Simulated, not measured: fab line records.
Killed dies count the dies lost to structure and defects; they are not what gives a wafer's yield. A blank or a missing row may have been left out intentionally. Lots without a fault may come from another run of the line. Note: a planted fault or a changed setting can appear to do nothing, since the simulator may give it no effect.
fab line records ; flow gf180mcu
[record] lots = 12; wafers = 34; last-day = 34
route steps=602 shown V4@479 MIM@504
lots with no fault: from the same line, run without faults
start-h: hours from the record's first day to the start of the lot's first wafer shown ; wait-h: time in hours since the lot's previous step ; " same as the row above ; L1.1+2: one row covering several wafers at once ; - no value, or no start given ; * or withheld: withheld ; < > ~ a bound
route shown NAME@n: NAME is a module with steps in the file, n the number in the route of the first one ; usual: the fault-free wafers' mean and standard deviation ; same: alike in all rows ; chamber/n: place in a boat ; sites: each site's reading ; _std_site: the standard deviation of these ; _edge_site: the outer-site mean with the inner-site mean subtracted ; radius-mm: how far each site lies from the wafer's centre ; mask NAME#n: copy n ; behind: the most recent tool/chamber to have shaped the wafer ; hold: cause of the lot's hold/its duration in hours/its outcome ; device: transistor that didn't switch, given as n, p or np ; end of line: at the end of the route, the tests of the same wafers ; for a step that has no rows: nothing shown but its recipe ; killed: the dies lost at the first sort to structure and to defects; this is not the yield of the wafer ; map: the dies of a wafer, with x for killed, . for not killed, _ for no die there
set.NAME: the setting that was run; set.NAME@STEP: the one run at that earlier step ; model.NAME: the simulator's own value behind a step, which no gauge read
route steps across a sampled set of lots; one table per step, one row per wafer
services: when a tool's chamber went out of use (start-h, in hours from the record's first day, below 0 if earlier), for how many hours, and the reason
[[steps]]
[step GF_V4_THK_MEAS_03]
[recipe] reads = SiO2_of_V4_CVD_02
[usual] V4_CVD_02_THK = 851/12
lot.wafer;tool;chamber;start-h;wait-h;V4_CVD_02_THK[nm]
L862.2;film-metro-02;-;552.47;0.0;863
L862.3;film-metro-02;-;552.47;0.0;857
L862.5;film-metro-02;-;552.47;0.0;860
L864.2;film-metro-01;-;569.08;0.0;840
L864.3;film-metro-01;-;569.08;0.0;844
L864.4;film-metro-01;-;569.08;0.0;853
L865.2;film-metro-04;-;577.88;0.0;839
L865.3;film-metro-04;-;577.88;0.0;840
L865.6;film-metro-04;-;577.88;0.0;850
L866.1;film-metro-04;-;587.61;0.0;842
L866.2;film-metro-04;-;587.61;0.0;844
L866.4;film-metro-04;-;587.61;0.0;851
L867.3;film-metro-04;-;597.26;0.1;831
L867.4;film-metro-04;-;597.26;0.1;850
L867.6;film-metro-04;-;597.26;0.1;849
L869.1;film-metro-01;-;614.71;0.0;853
L869.2;film-metro-01;-;614.71;0.0;867
L869.3;film-metro-01;-;614.71;0.0;853
L870.1;film-metro-02;-;625.89;0.0;844
L870.4;film-metro-02;-;625.89;0.0;856
L870.6;film-metro-02;-;625.89;0.0;846
L875.2;film-metro-02;-;665.00;0.0;844
L875.3;film-metro-02;-;665.00;0.0;843
L876.1;film-metro-02;-;672.32;0.0;856
L876.3;film-metro-02;-;672.32;0.0;852
L876.5;film-metro-02;-;672.32;0.0;858
L877.2;film-metro-02;-;681.26;0.0;850
L877.3;film-metro-02;-;681.26;0.0;837
L881.2;film-metro-02;-;703.62;0.0;839
L881.4;film-metro-02;-;703.62;0.0;867
L881.6;film-metro-02;-;703.62;0.0;873
L883.1;film-metro-01;-;711.11;0.0;847
L883.3;film-metro-01;-;711.11;0.0;842
L883.5;film-metro-01;-;711.11;0.0;865
[step GF_V4_CVD_23]
[recipe] material = W; target-thk-nm = 350; time-s = 104.9; temp-c = 400; pressure-torr = 40
[usual] heater-power-outer-w = 515/47; heater-power-w = 813/54
lot.wafer;tool;chamber;start-h;wait-h;heater-power-outer-w;heater-power-w
L862.2;cvd-w-01;1;575.93;0.0;504;847
L862.3;cvd-w-01;0;575.93;0.0;515;827
L862.5;cvd-w-01;1;575.93;0.0;535;831
L864.2;cvd-w-01;1;591.76;0.0;512;806
L864.3;cvd-w-01;1;591.76;0.0;517;802
L864.4;cvd-w-01;0;591.76;0.0;518;819
L865.2;cvd-w-02;0;600.81;0.0;568;877
L865.3;cvd-w-02;1;600.81;0.0;459;733
L865.6;cvd-w-02;0;600.81;0.0;566;873
L866.1;cvd-w-02;0;610.16;0.0;582;866
L866.2;cvd-w-02;1;610.16;0.0;467;734
L866.4;cvd-w-02;0;610.16;0.0;557;865
L867.3;cvd-w-02;1;619.25;0.1;439;725
L867.4;cvd-w-02;0;619.25;0.1;585;874
L867.6;cvd-w-02;0;619.25;0.1;577;892
L869.1;cvd-w-02;1;636.71;0.0;453;738
L869.2;cvd-w-02;0;636.71;0.0;573;882
L869.3;cvd-w-02;0;636.71;0.0;574;873
L870.1;cvd-w-02;0;647.42;0.0;567;889
L870.4;cvd-w-02;0;647.42;0.0;577;867
L870.6;cvd-w-02;1;647.42;0.0;448;732
L875.2;cvd-w-02;1;686.27;0.0;455;730
L875.3;cvd-w-02;1;686.27;0.0;454;732
L876.1;cvd-w-02;1;692.62;0.0;445;724
L876.3;cvd-w-02;1;692.62;0.0;457;763
L876.5;cvd-w-02;1;692.62;0.0;449;739
L877.2;cvd-w-02;1;700.58;0.0;444;762
L877.3;cvd-w-02;1;700.58;0.0;454;742
L881.2;cvd-w-01;1;722.39;0.0;517;833
L881.4;cvd-w-01;0;722.39;0.0;518;811
L881.6;cvd-w-01;0;722.39;0.0;525;820
L883.1;cvd-w-01;0;730.07;0.0;520;844
L883.3;cvd-w-01;1;730.07;0.0;498;816
L883.5;cvd-w-01;1;730.07;0.0;526;813
[step GF_V4_RS_MEAS_24]
[recipe] thk-meas-gauge = four-point-probe; reads = W_of_V4_CVD_23+TiN_of_V4_SPUTTER_22+Ti_of_V4_SPUTTER_21
[usual] V4_W_RS = 0.329/0.0045
lot.wafer;tool;chamber;start-h;wait-h;V4_W_RS[ohm/sq]
L862.2;film-metro-04;-;576.06;0.1;0.334
L862.3;film-metro-04;-;576.06;0.1;0.332
L862.5;film-metro-04;-;576.06;0.1;0.337
L864.2;film-metro-04;-;591.90;0.1;0.336
L864.3;film-metro-04;-;591.90;0.1;0.335
L864.4;film-metro-04;-;591.90;0.1;0.334
L865.2;film-metro-01;-;600.94;0.1;0.327
L865.3;film-metro-01;-;600.94;0.1;0.328
L865.6;film-metro-01;-;600.94;0.1;0.328
L866.1;film-metro-04;-;610.27;0.1;0.332
L866.2;film-metro-04;-;610.27;0.1;0.330
L866.4;film-metro-04;-;610.27;0.1;0.332
L867.3;film-metro-04;-;619.36;0.1;0.326
L867.4;film-metro-04;-;619.36;0.1;0.323
L867.6;film-metro-04;-;619.36;0.1;0.328
L869.1;film-metro-04;-;636.82;0.1;0.325
L869.2;film-metro-04;-;636.82;0.1;0.326
L869.3;film-metro-04;-;636.82;0.1;0.326
L870.1;film-metro-01;-;647.53;0.1;0.329
L870.4;film-metro-01;-;647.53;0.1;0.327
L870.6;film-metro-01;-;647.53;0.1;0.325
L875.2;film-metro-04;-;686.40;0.1;0.373
L875.3;film-metro-04;-;686.40;0.1;0.377
L876.1;film-metro-02;-;692.73;0.1;0.323
L876.3;film-metro-02;-;692.73;0.1;0.372
L876.5;film-metro-02;-;692.73;0.1;0.323
L877.2;film-metro-01;-;700.71;0.1;0.369
L877.3;film-metro-01;-;700.71;0.1;0.368
L881.2;film-metro-04;-;722.52;0.1;0.336
L881.4;film-metro-04;-;722.52;0.1;0.332
L881.6;film-metro-04;-;722.52;0.1;0.334
L883.1;film-metro-02;-;730.18;0.1;0.326
L883.3;film-metro-02;-;730.18;0.1;0.330
L883.5;film-metro-02;-;730.18;0.1;0.333
[step GF_V4_THK_MEAS_25]
[recipe] thk-meas-gauge = xrf; reads = W_of_V4_CVD_23
[usual] V4_W_THK = 356/6.3
lot.wafer;tool;chamber;start-h;wait-h;V4_W_THK[nm]
L862.2;film-metro-04;-;576.17;0.1;346
L862.3;film-metro-04;-;576.17;0.1;351
L862.5;film-metro-04;-;576.17;0.1;346
L864.2;film-metro-04;-;592.01;0.1;346
L864.3;film-metro-04;-;592.01;0.1;344
L864.4;film-metro-04;-;592.01;0.1;349
L865.2;film-metro-01;-;601.05;0.1;359
L865.3;film-metro-01;-;601.05;0.1;358
L865.6;film-metro-01;-;601.05;0.1;357
L866.1;film-metro-04;-;610.39;0.1;350
L866.2;film-metro-04;-;610.39;0.1;354
L866.4;film-metro-04;-;610.39;0.1;352
L867.3;film-metro-04;-;619.46;0.1;357
L867.4;film-metro-04;-;619.46;0.1;360
L867.6;film-metro-04;-;619.46;0.1;355
L869.1;film-metro-04;-;636.94;0.1;364
L869.2;film-metro-04;-;636.94;0.1;362
L869.3;film-metro-04;-;636.94;0.1;362
L870.1;film-metro-01;-;647.65;0.1;353
L870.4;film-metro-01;-;647.65;0.1;355
L870.6;film-metro-01;-;647.65;0.1;358
L875.2;film-metro-04;-;686.51;0.1;310
L875.3;film-metro-04;-;686.51;0.1;309
L876.1;film-metro-02;-;692.85;0.1;369
L876.3;film-metro-02;-;692.85;0.1;319
L876.5;film-metro-02;-;692.85;0.1;370
L877.2;film-metro-01;-;700.82;0.1;315
L877.3;film-metro-01;-;700.82;0.1;314
L881.2;film-metro-04;-;722.63;0.1;343
L881.4;film-metro-04;-;722.63;0.1;351
L881.6;film-metro-04;-;722.63;0.1;347
L883.1;film-metro-02;-;730.30;0.1;365
L883.3;film-metro-02;-;730.30;0.1;360
L883.5;film-metro-02;-;730.30;0.1;358
[step GF_V4_CMP_26]
[recipe] stop-on = SiO2; down-force-psi = 3.5; platen-rpm = 60; t-overpolish-s = 15; target-thk-nm = 0; pad-velocity-m-s = 0.94248
[usual] head-pressure-psi = 3.500/0.0069; motor-current-A = 10.2/0.7; time-to-endpoint-s = 85/3.3
lot.wafer;tool;chamber;start-h;wait-h;head-pressure-psi;motor-current-A;time-to-endpoint-s
L862.3;cmp-01;1;576.32;0.1;3.497;10.1;82
L862.2;cmp-01;2;576.32;0.1;3.511;10.6;84
L862.5;cmp-01;0;576.32;0.1;3.497;9.2;79
L864.4;cmp-01;1;592.06;0.0;3.510;10.6;84
L864.3;cmp-01;2;592.06;0.0;3.504;11.0;79
L864.2;cmp-01;3;592.06;0.0;3.493;9.7;82
L865.2;cmp-02;3;601.10;0.0;3.497;9.3;84
L865.3;cmp-02;0;601.10;0.0;3.503;9.2;81
L865.6;cmp-02;0;601.10;0.0;3.500;9.8;85
L866.1;cmp-02;3;610.45;0.1;3.506;9.2;80
L866.2;cmp-02;0;610.45;0.1;3.497;9.6;82
L866.4;cmp-02;1;610.45;0.1;3.505;11.1;85
L867.3;cmp-01;3;619.50;0.0;3.503;10.1;83
L867.4;cmp-01;1;619.50;0.0;3.493;10.7;84
L867.6;cmp-01;3;619.50;0.0;3.502;9.9;84
L869.3;cmp-02;1;637.05;0.1;3.501;10.6;87
L869.1;cmp-02;2;637.05;0.1;3.498;10.8;85
L869.2;cmp-02;3;637.05;0.1;3.501;9.5;84
L870.1;cmp-01;3;647.71;0.1;3.502;10.4;87
L870.4;cmp-01;0;647.71;0.1;3.504;9.1;86
L870.6;cmp-01;0;647.71;0.1;3.508;9.1;90
L875.2;cmp-02;2;686.66;0.1;3.487;11.2;73
L875.3;cmp-02;3;686.66;0.1;3.499;9.9;73
L876.3;cmp-02;3;692.91;0.0;3.487;9.5;70
L876.1;cmp-02;0;692.91;0.0;3.505;9.5;83
L876.5;cmp-02;0;692.91;0.0;3.499;9.7;86
L877.2;cmp-01;2;700.87;0.0;3.499;10.6;75
L877.3;cmp-01;0;700.87;0.0;3.498;9.3;73
L881.4;cmp-02;1;722.68;0.0;3.509;10.4;81
L881.2;cmp-02;2;722.68;0.0;3.501;11.0;81
L881.6;cmp-02;1;722.68;0.0;3.514;10.8;80
L883.1;cmp-01;0;730.41;0.1;3.505;9.5;87
L883.3;cmp-01;1;730.41;0.1;3.510;10.4;88
L883.5;cmp-01;0;730.41;0.1;3.489;8.9;86
[step GF_MIM_SPUTTER_01]
[recipe] material = TiN; target-thk-nm = 30; power-w = 6500; time-s = 25; chamber-pressure-pa = 0.4
[usual] throttle-valve-pct = 29.7/1.1
lot.wafer;tool;chamber;start-h;wait-h;throttle-valve-pct
L862.2;pvd-sputter-01;-;576.62;0.1;29.6
L862.3;pvd-sputter-01;-;576.62;0.1;28.8
L862.5;pvd-sputter-01;-;576.62;0.1;29.8
L864.2;pvd-sputter-01;-;592.46;0.1;29.0
L864.3;pvd-sputter-01;-;592.46;0.1;28.6
L864.4;pvd-sputter-01;-;592.46;0.1;29.7
L865.2;pvd-sputter-02;-;601.52;0.1;30.7
L865.3;pvd-sputter-02;-;601.52;0.1;30.6
L865.6;pvd-sputter-02;-;601.52;0.1;30.4
L866.1;pvd-sputter-02;-;610.87;0.1;32.1
L866.2;pvd-sputter-02;-;610.87;0.1;30.5
L866.4;pvd-sputter-02;-;610.87;0.1;30.8
L867.3;pvd-sputter-03;-;619.90;0.1;30.3
L867.4;pvd-sputter-03;-;619.90;0.1;28.9
L867.6;pvd-sputter-03;-;619.90;0.1;30.5
L869.1;pvd-sputter-01;-;637.40;0.1;29.8
L869.2;pvd-sputter-01;-;637.40;0.1;29.7
L869.3;pvd-sputter-01;-;637.40;0.1;29.3
L870.1;pvd-sputter-01;-;648.11;0.1;29.0
L870.4;pvd-sputter-01;-;648.11;0.1;29.2
L870.6;pvd-sputter-01;-;648.11;0.1;29.9
L875.2;pvd-sputter-01;-;686.96;0.1;29.0
L875.3;pvd-sputter-01;-;686.96;0.1;29.4
L876.1;pvd-sputter-02;-;693.31;0.1;32.0
L876.3;pvd-sputter-02;-;693.31;0.1;30.8
L876.5;pvd-sputter-02;-;693.31;0.1;30.7
L877.2;pvd-sputter-01;-;701.27;0.1;29.4
L877.3;pvd-sputter-01;-;701.27;0.1;29.1
L881.2;pvd-sputter-01;-;723.08;0.1;29.7
L881.4;pvd-sputter-01;-;723.08;0.1;29.3
L881.6;pvd-sputter-01;-;723.08;0.1;29.5
L883.1;pvd-sputter-03;-;730.76;0.1;27.7
L883.3;pvd-sputter-03;-;730.76;0.1;30.6
L883.5;pvd-sputter-03;-;730.76;0.1;28.3
[step GF_MIM_SPUTTER_09]
[recipe] material = TiN; target-thk-nm = 35; power-w = 6500; time-s = 29.2; chamber-pressure-pa = 0.4
[usual] throttle-valve-pct = 29.7/1.2
lot.wafer;tool;chamber;start-h;wait-h;throttle-valve-pct
L862.2;pvd-sputter-02;-;576.90;0.0;30.7
L862.3;pvd-sputter-02;-;576.90;0.0;30.5
L862.5;pvd-sputter-02;-;576.90;0.0;30.7
L864.2;pvd-sputter-02;-;592.74;0.0;30.5
L864.3;pvd-sputter-02;-;592.74;0.0;30.5
L864.4;pvd-sputter-02;-;592.74;0.0;30.9
L865.2;pvd-sputter-03;-;601.81;0.0;30.2
L865.3;pvd-sputter-03;-;601.81;0.0;30.5
L865.6;pvd-sputter-03;-;601.81;0.0;27.5
L866.1;pvd-sputter-01;-;611.16;0.0;29.9
L866.2;pvd-sputter-01;-;611.16;0.0;29.6
L866.4;pvd-sputter-01;-;611.16;0.0;28.5
L867.3;pvd-sputter-02;-;620.19;0.0;30.8
L867.4;pvd-sputter-02;-;620.19;0.0;30.8
L867.6;pvd-sputter-02;-;620.19;0.0;30.7
L869.1;pvd-sputter-03;-;637.68;0.0;27.7
L869.2;pvd-sputter-03;-;637.68;0.0;30.1
L869.3;pvd-sputter-03;-;637.68;0.0;28.6
L870.1;pvd-sputter-02;-;648.41;0.0;30.8
L870.4;pvd-sputter-02;-;648.41;0.0;32.2
L870.6;pvd-sputter-02;-;648.41;0.0;30.7
L875.2;pvd-sputter-03;-;687.24;0.0;30.4
L875.3;pvd-sputter-03;-;687.24;0.0;28.3
L876.1;pvd-sputter-01;-;693.59;0.0;29.4
L876.3;pvd-sputter-01;-;693.59;0.0;29.0
L876.5;pvd-sputter-01;-;693.59;0.0;28.9
L877.2;pvd-sputter-03;-;701.55;0.0;30.3
L877.3;pvd-sputter-03;-;701.55;0.0;30.0
L881.2;pvd-sputter-03;-;723.37;0.0;27.5
L881.4;pvd-sputter-03;-;723.37;0.0;28.6
L881.6;pvd-sputter-03;-;723.37;0.0;30.2
L883.1;pvd-sputter-01;-;731.04;0.0;29.1
L883.3;pvd-sputter-01;-;731.04;0.0;29.0
L883.5;pvd-sputter-01;-;731.04;0.0;28.9
[[services]]
tool;chamber;start-h;hours;kind
cmp-02;-;556.24;1.0;repair
cmp-01;-;564.64;0.7;repair
pvd-sputter-02;-;567.98;2.4;repair
cmp-02;-;572.04;4.0;pm
cmp-02;-;582.87;6.8;pm
cmp-02;-;591.67;1.3;repair
pvd-sputter-01;2;616.71;-;consumable-replace:kit
pvd-sputter-01;2;616.71;18.0;scheduled-down
pvd-sputter-01;2;616.71;18.0;vent-cycle
pvd-sputter-03;3;624.04;-;consumable-replace:kit
pvd-sputter-03;3;624.04;18.0;scheduled-down
cmp-01;-;652.95;5.0;pm
cmp-01;-;657.96;15.5;pm
pvd-sputter-02;3;660.44;-;consumable-replace:kit
pvd-sputter-02;3;660.44;18.0;scheduled-down
pvd-sputter-02;3;660.44;18.0;vent-cycle
cmp-02;-;668.86;0.3;repair
cmp-01;-;672.61;7.8;repair
cvd-w-01;1;673.56;4.8;repair
cmp-01;-;689.02;0.8;repair
pvd-sputter-02;-;708.26;8.2;repair
pvd-sputter-01;1;708.65;-;consumable-replace:kit
pvd-sputter-01;1;708.65;18.0;scheduled-down
pvd-sputter-01;1;708.65;18.0;vent-cycle
[[key]]
[first-sign] step = GF_V4_RS_MEAS_24; reading = V4_W_RS; direction = up; sigmas = 9.4; usual = 0.329; struck = 0.372
[effect] step = GF_V4_THK_MEAS_25; reading = V4_W_THK; direction = down; sigmas = 6.7; usual = 356; struck = 313
[effect] step = GF_V4_CMP_26; reading = time-to-endpoint-s; direction = down; sigmas = 3.6; usual = *; struck = *
met-at GF_V4_CVD_23
struck-lots L875,L876,L877
struck-wafers L875.2,L875.3,L876.3,L877.2,L877.3
not-acting-at GF_V4_THK_MEAS_03,GF_MIM_SPUTTER_01,GF_MIM_SPUTTER_09
onset-between 647.42 686.27
[fault] kind = process-parameter-drift; tool = cvd-w-02; chamber = -; onset-h = 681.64; steps = GF_V4_CVD_23; channel = target-thk-nm; offset = -46.393; shape = step; end-h = 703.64; scope = struck-wafers-only; acts-in = these-recipes-only; stated = 350
